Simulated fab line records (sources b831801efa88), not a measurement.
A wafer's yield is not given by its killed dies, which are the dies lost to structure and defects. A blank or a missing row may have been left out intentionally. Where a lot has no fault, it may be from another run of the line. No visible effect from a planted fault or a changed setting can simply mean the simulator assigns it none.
fab line records :: flow sky130
record:
  lots: 6
  wafers: 18
  lastDay: 51
route steps=708 shown METAL1@455 VIA1@458
lots untouched by any fault: they come from a run of this same line in which no faults occurred
startH: hours from the record's first day to the start of the lot's first wafer shown :: waitH: hours from the lot's prior step to this one :: " repeats the value in the row above :: L1.1+2: a single row standing in for several wafers :: - no value, or no start given :: * or withheld: withheld :: < > ~ a bound
route shown NAME@n: names a module that has steps shown in the file, with the first one's number in the route :: usual: average and standard deviation across the fault-free wafers :: same: alike in all rows :: chamber/n: place in a boat :: sites: the reading at each site :: _std_site: standard deviation of those values :: _edge_site: mean of outer sites minus mean of inner sites :: radiusMm: for every site, how far away it sits from the centre of the wafer :: mask NAME#n: copy n :: behind: the last tool/chamber to shape the wafer :: hold: why the lot was held/for how many hours/how that ended :: device: whichever transistor did not switch (one of n, p or np) :: end of line: tests of these same wafers at the route's end :: a step with no rows: only its recipe :: killed: at the first sort, the dies lost to defects and structure; wafer yield is something else :: map: shows each die of a wafer: x if killed, . if not, _ if none is there
set.NAME: setting as actually run; set.NAME@STEP: the setting as run at that earlier step :: model.NAME: the simulator's own value behind a step, which no gauge read
a table for each step, a row for each wafer; lots at some steps of the route
services: a tool's chamber out of use, with start hour (startH, from the record's first day; less than 0 if before it), hours out, and reason
== steps ==
step: SKY_METAL1_STRIP_21
recipe:
  chemistry: postEtchResidueRemover
  timeS: 1200
  tempC: 72.5
step: SKY_METAL1_CLEAN_22
recipe:
  chemistry: IPA
  timeS: 180
  tempC: 25
step: SKY_METAL1_CLEAN_23
recipe:
  chemistry: O3/DIW
  dry: n2Spin
step: SKY_VIA1_HDPCVD_00
recipe:
  material: SiO2
  targetThkNm: 1030
  sigmaOpenFrac: 0.3
  timeS: 171.7
  tempC: 400
  sih4FlowSccm: 60
  pressureMtorr: 6
step: SKY_VIA1_THK_MEAS_01
recipe:
  reads: SiO2_of_VIA1_HDPCVD_00
usual:
  VIA1_HDPCVD_THK: 1028/11
lot.wafer: L728.3
tool: filmMetro-01
chamber: -
startH: 814.39
waitH: 0.2
VIA1_HDPCVD_THK[nm]: 1053

lot.wafer: L728.5
tool: filmMetro-01
chamber: -
startH: 814.39
waitH: 0.2
VIA1_HDPCVD_THK[nm]: 1031

lot.wafer: L728.6
tool: filmMetro-01
chamber: -
startH: 814.39
waitH: 0.2
VIA1_HDPCVD_THK[nm]: 1050

lot.wafer: L730.1
tool: filmMetro-04
chamber: -
startH: 842.65
waitH: 0.1
VIA1_HDPCVD_THK[nm]: 1037

lot.wafer: L730.2
tool: filmMetro-04
chamber: -
startH: 842.65
waitH: 0.1
VIA1_HDPCVD_THK[nm]: 1047

lot.wafer: L730.3
tool: filmMetro-04
chamber: -
startH: 842.65
waitH: 0.1
VIA1_HDPCVD_THK[nm]: 1041

lot.wafer: L736.3
tool: filmMetro-01
chamber: -
startH: 884.81
waitH: 0.1
VIA1_HDPCVD_THK[nm]: 1028

lot.wafer: L736.4
tool: filmMetro-01
chamber: -
startH: 884.81
waitH: 0.1
VIA1_HDPCVD_THK[nm]: 1020

lot.wafer: L736.6
tool: filmMetro-01
chamber: -
startH: 884.81
waitH: 0.1
VIA1_HDPCVD_THK[nm]: 1012

lot.wafer: L737.1
tool: filmMetro-01
chamber: -
startH: 893.73
waitH: 0.1
VIA1_HDPCVD_THK[nm]: 1018

lot.wafer: L737.3
tool: filmMetro-01
chamber: -
startH: 893.73
waitH: 0.1
VIA1_HDPCVD_THK[nm]: 1000

lot.wafer: L737.6
tool: filmMetro-01
chamber: -
startH: 893.73
waitH: 0.1
VIA1_HDPCVD_THK[nm]: 1021

lot.wafer: L744.2
tool: filmMetro-04
chamber: -
startH: 932.26
waitH: 0.1
VIA1_HDPCVD_THK[nm]: 1038

lot.wafer: L744.5
tool: filmMetro-04
chamber: -
startH: 932.26
waitH: 0.1
VIA1_HDPCVD_THK[nm]: 1046

lot.wafer: L744.6
tool: filmMetro-04
chamber: -
startH: 932.26
waitH: 0.1
VIA1_HDPCVD_THK[nm]: 1033

lot.wafer: L749.4
tool: filmMetro-03
chamber: -
startH: 965.22
waitH: 0.0
VIA1_HDPCVD_THK[nm]: 1034

lot.wafer: L749.5
tool: filmMetro-03
chamber: -
startH: 965.22
waitH: 0.0
VIA1_HDPCVD_THK[nm]: 1034

lot.wafer: L749.6
tool: filmMetro-03
chamber: -
startH: 965.22
waitH: 0.0
VIA1_HDPCVD_THK[nm]: 1028
step: SKY_VIA1_CMP_02
recipe:
  material: SiO2
  downForcePsi: 4
  platenRpm: 60
  padVelocityMS: 0.94248
usual:
  edgeZonePressureFrac: 1.000/0.0052
  motorCurrentA: 12.2/0.87
  retainingRingPressureFrac: 0.999/0.0044
lot.wafer: L728.3
tool: cmp-01
chamber: 0
startH: 814.58
waitH: 0.2
edgeZonePressureFrac: 0.991
motorCurrentA: 11.9
retainingRingPressureFrac: 0.992

lot.wafer: L728.6
tool: cmp-01
chamber: 1
startH: 814.58
waitH: 0.2
edgeZonePressureFrac: 0.999
motorCurrentA: 10.8
retainingRingPressureFrac: 0.993

lot.wafer: L728.5
tool: cmp-01
chamber: 2
startH: 814.58
waitH: 0.2
edgeZonePressureFrac: 1.000
motorCurrentA: 12.9
retainingRingPressureFrac: 1.005

lot.wafer: L730.2
tool: cmp-02
chamber: 2
startH: 842.76
waitH: 0.1
edgeZonePressureFrac: 1.000
motorCurrentA: 11.2
retainingRingPressureFrac: 1.002

lot.wafer: L730.3
tool: cmp-02
chamber: 3
startH: 842.76
waitH: 0.1
edgeZonePressureFrac: 1.011
motorCurrentA: 13.2
retainingRingPressureFrac: 0.998

lot.wafer: L730.1
tool: cmp-02
chamber: 0
startH: 842.76
waitH: 0.1
edgeZonePressureFrac: 0.988
motorCurrentA: 11.5
retainingRingPressureFrac: 0.997

lot.wafer: L736.4
tool: cmp-02
chamber: 2
startH: 884.90
waitH: 0.1
edgeZonePressureFrac: 0.994
motorCurrentA: 10.6
retainingRingPressureFrac: 0.999

lot.wafer: L736.3
tool: cmp-02
chamber: 3
startH: 884.90
waitH: 0.1
edgeZonePressureFrac: 0.998
motorCurrentA: 13.2
retainingRingPressureFrac: 1.000

lot.wafer: L736.6
tool: cmp-02
chamber: 2
startH: 884.90
waitH: 0.1
edgeZonePressureFrac: 1.004
motorCurrentA: 10.8
retainingRingPressureFrac: 0.997

lot.wafer: L737.1
tool: cmp-02
chamber: 3
startH: 893.79
waitH: 0.1
edgeZonePressureFrac: 0.992
motorCurrentA: 13.3
retainingRingPressureFrac: 1.006

lot.wafer: L737.3
tool: cmp-02
chamber: 0
startH: 893.79
waitH: 0.1
edgeZonePressureFrac: 0.996
motorCurrentA: 12.0
retainingRingPressureFrac: 1.001

lot.wafer: L737.6
tool: cmp-02
chamber: 0
startH: 893.79
waitH: 0.1
edgeZonePressureFrac: 0.997
motorCurrentA: 12.2
retainingRingPressureFrac: 1.000

lot.wafer: L744.2
tool: cmp-02
chamber: 0
startH: 932.61
waitH: 0.3
edgeZonePressureFrac: 0.996
motorCurrentA: 12.4
retainingRingPressureFrac: 1.006

lot.wafer: L744.6
tool: cmp-02
chamber: 1
startH: 932.61
waitH: 0.3
edgeZonePressureFrac: 1.002
motorCurrentA: 12.3
retainingRingPressureFrac: 0.995

lot.wafer: L744.5
tool: cmp-02
chamber: 2
startH: 932.61
waitH: 0.3
edgeZonePressureFrac: 0.993
motorCurrentA: 11.1
retainingRingPressureFrac: 0.993

lot.wafer: L749.4
tool: cmp-01
chamber: 3
startH: 965.25
waitH: 0.0
edgeZonePressureFrac: 1.005
motorCurrentA: 12.3
retainingRingPressureFrac: 1.002

lot.wafer: L749.5
tool: cmp-01
chamber: 3
startH: 965.25
waitH: 0.0
edgeZonePressureFrac: 1.002
motorCurrentA: 12.1
retainingRingPressureFrac: 1.005

lot.wafer: L749.6
tool: cmp-01
chamber: 0
startH: 965.25
waitH: 0.0
edgeZonePressureFrac: 0.995
motorCurrentA: 12.3
retainingRingPressureFrac: 1.006
step: SKY_VIA1_BOW_MEAS_03
recipe:
  mode: bow
usual:
  VIA1_BOW: 79/6
lot.wafer: L728.3
tool: filmMetro-01
chamber: -
startH: 814.80
waitH: 0.2
VIA1_BOW[um]: 85

lot.wafer: L728.5
tool: filmMetro-01
chamber: -
startH: 814.80
waitH: 0.2
VIA1_BOW[um]: 75

lot.wafer: L728.6
tool: filmMetro-01
chamber: -
startH: 814.80
waitH: 0.2
VIA1_BOW[um]: 73

lot.wafer: L730.1
tool: filmMetro-04
chamber: -
startH: 843.01
waitH: 0.1
VIA1_BOW[um]: 79

lot.wafer: L730.2
tool: filmMetro-04
chamber: -
startH: 843.01
waitH: 0.1
VIA1_BOW[um]: 80

lot.wafer: L730.3
tool: filmMetro-04
chamber: -
startH: 843.01
waitH: 0.1
VIA1_BOW[um]: 75

lot.wafer: L736.3
tool: filmMetro-03
chamber: -
startH: 885.19
waitH: 0.2
VIA1_BOW[um]: 64

lot.wafer: L736.4
tool: filmMetro-03
chamber: -
startH: 885.19
waitH: 0.2
VIA1_BOW[um]: 69

lot.wafer: L736.6
tool: filmMetro-03
chamber: -
startH: 885.19
waitH: 0.2
VIA1_BOW[um]: 78

lot.wafer: L737.1
tool: filmMetro-03
chamber: -
startH: 894.09
waitH: 0.2
VIA1_BOW[um]: 68

lot.wafer: L737.3
tool: filmMetro-03
chamber: -
startH: 894.09
waitH: 0.2
VIA1_BOW[um]: 78

lot.wafer: L737.6
tool: filmMetro-03
chamber: -
startH: 894.09
waitH: 0.2
VIA1_BOW[um]: 73

lot.wafer: L744.2
tool: filmMetro-03
chamber: -
startH: 932.78
waitH: 0.1
VIA1_BOW[um]: 82

lot.wafer: L744.5
tool: filmMetro-03
chamber: -
startH: 932.78
waitH: 0.1
VIA1_BOW[um]: 84

lot.wafer: L744.6
tool: filmMetro-03
chamber: -
startH: 932.78
waitH: 0.1
VIA1_BOW[um]: 71

lot.wafer: L749.4
tool: filmMetro-03
chamber: -
startH: 965.61
waitH: 0.3
VIA1_BOW[um]: 74

lot.wafer: L749.5
tool: filmMetro-03
chamber: -
startH: 965.61
waitH: 0.3
VIA1_BOW[um]: 77

lot.wafer: L749.6
tool: filmMetro-03
chamber: -
startH: 965.61
waitH: 0.3
VIA1_BOW[um]: 77
step: SKY_VIA1_DEHYDRATE_04
recipe:
  tempC: 200
  timeS: 60
step: SKY_VIA1_HMDS_05
recipe:
  primeTimeS: 60
  primeTempC: 120
step: SKY_VIA1_COAT_06
recipe:
  resist: BARC
  tempC: withheld
  timeS: withheld
  spinRpm: 3000
  resistThkNm: 60
step: SKY_VIA1_COAT_07
recipe:
  resist: KrF-thick
  spinRpm: 3000
  resistThkNm: 450
step: SKY_VIA1_SOFTBAKE_08
recipe:
  tempC: 100
  timeS: 90
  resist: KrF-thick
step: SKY_VIA1_EXPOSE_09
recipe:
  maskId: VIM
  na: 0.8
  sourceShape: annular
  sigmaInner: 0.55
  sigmaOuter: 0.85
  targetCdNm: 150
  doseMj: 38
usual:
  focusOffsetNm: 0.0/0.51
  reticleTempC: 23.01/0.11
lot.wafer: L728.3
tool: krfScanner-01
chamber: 0
startH: 827.29
waitH: -
mask: VIM#0
focusOffsetNm: 0.7
reticleTempC: 23.01

lot.wafer: L728.5
tool: krfScanner-01
chamber: 0
startH: 827.29
waitH: -
mask: VIM#0
focusOffsetNm: 0.4
reticleTempC: 23.20

lot.wafer: L728.6
tool: krfScanner-01
chamber: 0
startH: 827.29
waitH: -
mask: VIM#0
focusOffsetNm: 0.0
reticleTempC: 23.12

lot.wafer: L730.1
tool: krfScanner-02
chamber: 0
startH: 856.13
waitH: -
mask: VIM#0
focusOffsetNm: -0.5
reticleTempC: 23.08

lot.wafer: L730.2
tool: krfScanner-02
chamber: 0
startH: 856.13
waitH: -
mask: VIM#0
focusOffsetNm: -0.5
reticleTempC: 23.17

lot.wafer: L730.3
tool: krfScanner-02
chamber: 0
startH: 856.13
waitH: -
mask: VIM#0
focusOffsetNm: 0.3
reticleTempC: 22.99

lot.wafer: L736.3
tool: krfScanner-01
chamber: 0
startH: 899.49
waitH: -
mask: VIM#0
focusOffsetNm: -0.1
reticleTempC: 23.04

lot.wafer: L736.4
tool: krfScanner-01
chamber: 0
startH: 899.49
waitH: -
mask: VIM#0
focusOffsetNm: -0.4
reticleTempC: 22.74

lot.wafer: L736.6
tool: krfScanner-01
chamber: 0
startH: 899.49
waitH: -
mask: VIM#0
focusOffsetNm: 0.2
reticleTempC: 22.95

lot.wafer: L737.1
tool: krfScanner-01
chamber: 0
startH: 906.85
waitH: -
mask: VIM#0
focusOffsetNm: -0.5
reticleTempC: 23.04

lot.wafer: L737.3
tool: krfScanner-01
chamber: 0
startH: 906.85
waitH: -
mask: VIM#0
focusOffsetNm: 0.6
reticleTempC: 23.07

lot.wafer: L737.6
tool: krfScanner-01
chamber: 0
startH: 906.85
waitH: -
mask: VIM#0
focusOffsetNm: -0.6
reticleTempC: 23.21

lot.wafer: L744.2
tool: krfScanner-02
chamber: 0
startH: 946.33
waitH: -
mask: VIM#0
focusOffsetNm: -0.4
reticleTempC: 23.18

lot.wafer: L744.5
tool: krfScanner-02
chamber: 0
startH: 946.33
waitH: -
mask: VIM#0
focusOffsetNm: -1.0
reticleTempC: 23.14

lot.wafer: L744.6
tool: krfScanner-02
chamber: 0
startH: 946.33
waitH: -
mask: VIM#0
focusOffsetNm: -0.5
reticleTempC: 23.01

lot.wafer: L749.4
tool: krfScanner-02
chamber: 0
startH: 979.29
waitH: -
mask: VIM#0
focusOffsetNm: 0.3
reticleTempC: 23.02

lot.wafer: L749.5
tool: krfScanner-02
chamber: 0
startH: 979.29
waitH: -
mask: VIM#0
focusOffsetNm: 0.4
reticleTempC: 23.29

lot.wafer: L749.6
tool: krfScanner-02
chamber: 0
startH: 979.29
waitH: -
mask: VIM#0
focusOffsetNm: 0.3
reticleTempC: 22.98
step: SKY_VIA1_PEB_10
recipe:
  pebTempC: withheld
  pebTimeS: withheld
  resist: KrF-thick
step: SKY_VIA1_DEVELOP_11
recipe:
  developTimeS: 60
  resist: KrF-thick
  devTempC: 21
step: SKY_VIA1_CD_MEAS_12
recipe:
  targetCdNm: 150
usual:
  cdNm: 149.8/1.4
lot.wafer: L728.3
tool: cdSem-01
chamber: -
startH: 841.05
waitH: -
cdNm: 149.4

lot.wafer: L728.5
tool: cdSem-01
chamber: -
startH: 841.05
waitH: -
cdNm: 148.7

lot.wafer: L728.6
tool: cdSem-01
chamber: -
startH: 841.05
waitH: -
cdNm: 148.2

lot.wafer: L730.1
tool: cdSem-01
chamber: -
startH: 869.96
waitH: -
cdNm: 150.0

lot.wafer: L730.2
tool: cdSem-01
chamber: -
startH: 869.96
waitH: -
cdNm: 150.9

lot.wafer: L730.3
tool: cdSem-01
chamber: -
startH: 869.96
waitH: -
cdNm: 149.3

lot.wafer: L736.3
tool: cdSem-01
chamber: -
startH: 911.67
waitH: -
cdNm: 149.7

lot.wafer: L736.4
tool: cdSem-01
chamber: -
startH: 911.67
waitH: -
cdNm: -

lot.wafer: L736.6
tool: cdSem-01
chamber: -
startH: 911.67
waitH: -
cdNm: -

lot.wafer: L737.1
tool: cdSem-01
chamber: -
startH: 921.00
waitH: -
cdNm: 152.0

lot.wafer: L737.3
tool: cdSem-01
chamber: -
startH: 921.00
waitH: -
cdNm: 150.7

lot.wafer: L737.6
tool: cdSem-01
chamber: -
startH: 921.00
waitH: -
cdNm: -

lot.wafer: L744.2
tool: cdSem-01
chamber: -
startH: 958.18
waitH: -
cdNm: 150.5

lot.wafer: L744.5
tool: cdSem-01
chamber: -
startH: 958.18
waitH: -
cdNm: 149.4

lot.wafer: L744.6
tool: cdSem-01
chamber: -
startH: 958.18
waitH: -
cdNm: 149.3

lot.wafer: L749.4
tool: cdSem-02
chamber: -
startH: 990.90
waitH: -
cdNm: 148.9

lot.wafer: L749.5
tool: cdSem-02
chamber: -
startH: 990.90
waitH: -
cdNm: 150.1

lot.wafer: L749.6
tool: cdSem-02
chamber: -
startH: 990.90
waitH: -
cdNm: 148.5
step: SKY_VIA1_OVL_MEAS_13
usual:
  VIA1_OVL: -2/5.1
lot.wafer: L728.3
tool: overlay-01
chamber: -
startH: 841.14
waitH: 0.1
VIA1_OVL[nm]: 3

lot.wafer: L728.5
tool: overlay-01
chamber: -
startH: 841.14
waitH: 0.1
VIA1_OVL[nm]: 5

lot.wafer: L728.6
tool: overlay-01
chamber: -
startH: 841.14
waitH: 0.1
VIA1_OVL[nm]: -2

lot.wafer: L730.1
tool: overlay-01
chamber: -
startH: 870.09
waitH: 0.1
VIA1_OVL[nm]: -10

lot.wafer: L730.2
tool: overlay-01
chamber: -
startH: 870.09
waitH: 0.1
VIA1_OVL[nm]: -11

lot.wafer: L730.3
tool: overlay-01
chamber: -
startH: 870.09
waitH: 0.1
VIA1_OVL[nm]: -10

lot.wafer: L736.3
tool: overlay-01
chamber: -
startH: 911.77
waitH: 0.1
VIA1_OVL[nm]: -8

lot.wafer: L736.4
tool: overlay-01
chamber: -
startH: 911.77
waitH: 0.1
VIA1_OVL[nm]: -

lot.wafer: L736.6
tool: overlay-01
chamber: -
startH: 911.77
waitH: 0.1
VIA1_OVL[nm]: -

lot.wafer: L737.1
tool: overlay-02
chamber: -
startH: 921.12
waitH: 0.1
VIA1_OVL[nm]: -3

lot.wafer: L737.3
tool: overlay-02
chamber: -
startH: 921.12
waitH: 0.1
VIA1_OVL[nm]: -3

lot.wafer: L737.6
tool: overlay-02
chamber: -
startH: 921.12
waitH: 0.1
VIA1_OVL[nm]: -

lot.wafer: L744.2
tool: overlay-02
chamber: -
startH: 958.28
waitH: 0.1
VIA1_OVL[nm]: 0

lot.wafer: L744.5
tool: overlay-02
chamber: -
startH: 958.28
waitH: 0.1
VIA1_OVL[nm]: 5

lot.wafer: L744.6
tool: overlay-02
chamber: -
startH: 958.28
waitH: 0.1
VIA1_OVL[nm]: 3

lot.wafer: L749.4
tool: overlay-01
chamber: -
startH: 990.97
waitH: 0.1
VIA1_OVL[nm]: -12

lot.wafer: L749.5
tool: overlay-01
chamber: -
startH: 990.97
waitH: 0.1
VIA1_OVL[nm]: -11

lot.wafer: L749.6
tool: overlay-01
chamber: -
startH: 990.97
waitH: 0.1
VIA1_OVL[nm]: -11
step: SKY_VIA1_ETCH_14
recipe:
  chemistry: N2/H2
  target: BARC
  ionEnergyEv: 200
  sourceW: 500
  biasW: 100
  pressureMtorr: 30
  n2FlowSccm: 100
  h2FlowSccm: 200
  stopOn: SiO2
  timeS: 45.9
  targetDepthA: 600
usual:
  drypumpMotorCurrentA: 5.7/0.58
  oesProductAu: 0.855/0.0047
  throttleValvePct: 13.225/0.0084
lot.wafer: L728.3
tool: rieDiel-02
chamber: 0
startH: 841.16
waitH: 0.0
drypumpMotorCurrentA: 5.3
oesProductAu: 0.851
rfHoursCounterH: 1
throttleValvePct: 13.221

lot.wafer: L728.5
tool: rieDiel-02
chamber: 3
startH: 841.16
waitH: 0.0
drypumpMotorCurrentA: 5.8
oesProductAu: 0.853
rfHoursCounterH: -
throttleValvePct: 13.225

lot.wafer: L728.6
tool: rieDiel-02
chamber: 0
startH: 841.16
waitH: 0.0
drypumpMotorCurrentA: 5.3
oesProductAu: 0.860
rfHoursCounterH: -
throttleValvePct: 13.231

lot.wafer: L730.1
tool: rieDiel-02
chamber: 1
startH: 870.13
waitH: 0.0
drypumpMotorCurrentA: 4.9
oesProductAu: 0.869
rfHoursCounterH: 8
throttleValvePct: 13.234

lot.wafer: L730.2
tool: rieDiel-02
chamber: 3
startH: 870.13
waitH: 0.0
drypumpMotorCurrentA: 5.8
oesProductAu: 0.857
rfHoursCounterH: 4
throttleValvePct: 13.229

lot.wafer: L730.3
tool: rieDiel-02
chamber: 0
startH: 870.13
waitH: 0.0
drypumpMotorCurrentA: 5.3
oesProductAu: 0.852
rfHoursCounterH: 2
throttleValvePct: 13.221

lot.wafer: L736.3
tool: rieDiel-01
chamber: 0
startH: 911.79
waitH: 0.0
drypumpMotorCurrentA: 5.8
oesProductAu: 0.851
rfHoursCounterH: 16
throttleValvePct: 13.237

lot.wafer: L736.4
tool: rieDiel-01
chamber: 2
startH: 911.79
waitH: 0.0
drypumpMotorCurrentA: 5.9
oesProductAu: 0.858
rfHoursCounterH: 4
throttleValvePct: 13.221

lot.wafer: L736.6
tool: rieDiel-01
chamber: 1
startH: 911.79
waitH: 0.0
drypumpMotorCurrentA: 4.9
oesProductAu: 0.861
rfHoursCounterH: -
throttleValvePct: 13.211

lot.wafer: L737.1
tool: rieDiel-01
chamber: 1
startH: 921.16
waitH: 0.0
drypumpMotorCurrentA: 4.9
oesProductAu: 0.853
rfHoursCounterH: 5
throttleValvePct: 13.225

lot.wafer: L737.3
tool: rieDiel-01
chamber: 2
startH: 921.16
waitH: 0.0
drypumpMotorCurrentA: 5.9
oesProductAu: 0.849
rfHoursCounterH: 4
throttleValvePct: 13.221

lot.wafer: L737.6
tool: rieDiel-01
chamber: 3
startH: 921.16
waitH: 0.0
drypumpMotorCurrentA: 5.6
oesProductAu: 0.864
rfHoursCounterH: -
throttleValvePct: 13.231

lot.wafer: L744.2
tool: rieDiel-02
chamber: 2
startH: 958.31
waitH: 0.0
drypumpMotorCurrentA: 6.3
oesProductAu: 0.856
rfHoursCounterH: 2
throttleValvePct: 13.232

lot.wafer: L744.5
tool: rieDiel-02
chamber: 3
startH: 958.31
waitH: 0.0
drypumpMotorCurrentA: 5.8
oesProductAu: 0.847
rfHoursCounterH: -
throttleValvePct: 13.230

lot.wafer: L744.6
tool: rieDiel-02
chamber: 0
startH: 958.31
waitH: 0.0
drypumpMotorCurrentA: 5.3
oesProductAu: 0.853
rfHoursCounterH: -
throttleValvePct: 13.226

lot.wafer: L749.4
tool: rieDiel-01
chamber: 1
startH: 990.99
waitH: 0.0
drypumpMotorCurrentA: 5.0
oesProductAu: 0.849
rfHoursCounterH: 7
throttleValvePct: 13.238

lot.wafer: L749.5
tool: rieDiel-01
chamber: 2
startH: 990.99
waitH: 0.0
drypumpMotorCurrentA: 5.9
oesProductAu: 0.858
rfHoursCounterH: -
throttleValvePct: 13.223

lot.wafer: L749.6
tool: rieDiel-01
chamber: 3
startH: 990.99
waitH: 0.0
drypumpMotorCurrentA: 5.6
oesProductAu: 0.856
rfHoursCounterH: -
throttleValvePct: 13.229
== services ==
tool: cmp-02
chamber: -
startH: 798.86
hours: 16.5
kind: pm

tool: krfScanner-01
chamber: -
startH: 803.08
hours: 4.0
kind: pm

tool: krfScanner-01
chamber: -
startH: 813.97
hours: 3.6
kind: pm

tool: cmp-01
chamber: -
startH: 818.55
hours: 3.1
kind: repair

tool: cmp-01
chamber: -
startH: 823.95
hours: 0.3
kind: repair

tool: krfScanner-02
chamber: -
startH: 830.16
hours: 1.0
kind: pm

tool: krfScanner-02
chamber: -
startH: 841.11
hours: 3.1
kind: repair

tool: rieDiel-01
chamber: 0
startH: 842.46
hours: 7.6
kind: repair

tool: rieDiel-01
chamber: 1
startH: 843.13
hours: 3.0
kind: repair

tool: rieDiel-01
chamber: 1
startH: 847.01
hours: 5.0
kind: repair

tool: krfScanner-02
chamber: -
startH: 859.15
hours: 1.3
kind: repair

tool: cmp-01
chamber: -
startH: 859.91
hours: 4.6
kind: pm

tool: rieDiel-01
chamber: -
startH: 860.24
hours: 2.8
kind: pm

tool: krfScanner-02
chamber: -
startH: 875.81
hours: 0.8
kind: pm

tool: krfScanner-01
chamber: -
startH: 883.75
hours: 0.8
kind: pm

tool: krfScanner-02
chamber: -
startH: 889.02
hours: 0.3
kind: repair

tool: krfScanner-01
chamber: -
startH: 891.43
hours: 1.0
kind: pm

tool: krfScanner-02
chamber: -
startH: 895.07
hours: 3.6
kind: pm

tool: cmp-02
chamber: -
startH: 912.29
hours: 4.0
kind: pm

tool: krfScanner-02
chamber: -
startH: 914.84
hours: 1.3
kind: pm

tool: rieDiel-02
chamber: -
startH: 920.75
hours: 15.6
kind: pm

tool: krfScanner-02
chamber: -
startH: 932.70
hours: 1.3
kind: repair

tool: krfScanner-01
chamber: -
startH: 951.47
hours: 1.3
kind: pm

tool: rieDiel-01
chamber: 0
startH: 971.24
hours: 10.1
kind: repair
== key ==
firstSign:
  step: SKY_VIA1_CD_MEAS_12
  reading: cdNm
  direction: missing
effect:
  step: SKY_VIA1_OVL_MEAS_13
  reading: VIA1_OVL
  direction: missing
metAt SKY_VIA1_EXPOSE_09
struckWafers L736.4,L736.6,L737.6
laterRowsLeftOut L736.4,L736.6,L737.6
sortLeftOut L736.4,L736.6,L737.6
onsetBetween 827.29 899.49
fault:
  kind: processParameterDrift
  tool: krfScanner-01
  chamber: -
  onsetH: 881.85
  steps: SKY_VIA1_EXPOSE_09
  channel: focusNm
  offset: 521.56
  shape: step
  endH: 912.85
  scope: struckWafersOnly
sortLeftOut: the simulated sort isn't trusted on such a fault, so these wafers' sort isn't shown, and their yield isn't known
laterRowsLeftOut: the simulator's readings of these wafers behind a module that went badly wrong aren't trusted and aren't shown, but for the sort
